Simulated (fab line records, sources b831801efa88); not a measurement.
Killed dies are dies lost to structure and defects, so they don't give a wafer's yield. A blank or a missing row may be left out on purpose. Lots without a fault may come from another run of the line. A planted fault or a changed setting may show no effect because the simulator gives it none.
Which tool did it? | flow gf180mcu | 7 lots, 21 wafers sampled, at 2 steps of a route of 602

WHAT THE GAUGES READ, wafer by wafer
GF_M1_OVL_MEAS_15.
lot  | measured     | on         | M1_OVL (nm)
L595 | day 18 02:05 | overlay-01 | 4 5 4
L597 | day 18 20:36 | overlay-01 | -3 -1 -8
L599 | day 19 16:45 | overlay-02 | -4 -1 -8
L601 | day 20 20:55 | overlay-02 | 2 0 -3
L610 | day 23 15:51 | overlay-01 | 7 10 3
L613 | day 24 15:42 | overlay-02 | 6 7 9
L615 | day 25 05:30 | overlay-02 | 2 3 2

WHICH TOOL RAN EACH LOT (tool, then ch and the chambers of the sampled wafers, then the start)
lot  | GF_MVSD_DEVELOP_06
L595 | litho_track-04 ch 0, day 4 21:00
L597 | litho_track-02 ch 0, day 5 10:00
L599 | litho_track-02 ch 0, day 5 20:00
L601 | litho_track-02, day 6 13:00
L610 | litho_track-03 ch 0, day 8 15:00
L613 | litho_track-04 ch 0, day 9 08:00
L615 | litho_track-02 ch 0, day 9 21:00
- GF_MVSD_DEVELOP_06: develop time 60 s.

THE ANSWER, worked out from the rows above alone
Rule: what is usual is taken from the lots themselves. Put in order of their means at a reading, lots are off if they are a third of the lots or fewer, leave a main group of 4 or more, and stand apart from it by a gap of 3 or more times the standard deviation of the main group's means; of several such gaps the widest counts. A main group whose means are all the same, to the digits that the tables above print for the reading, isn't used. A lot without any number at a reading at which 4 lots or more have one is off too. The other lots that the step has rows for count as sound.
No lot is off at any reading shown: from this, nothing can be told.

WHAT THE SIMULATOR HAD PUT IN
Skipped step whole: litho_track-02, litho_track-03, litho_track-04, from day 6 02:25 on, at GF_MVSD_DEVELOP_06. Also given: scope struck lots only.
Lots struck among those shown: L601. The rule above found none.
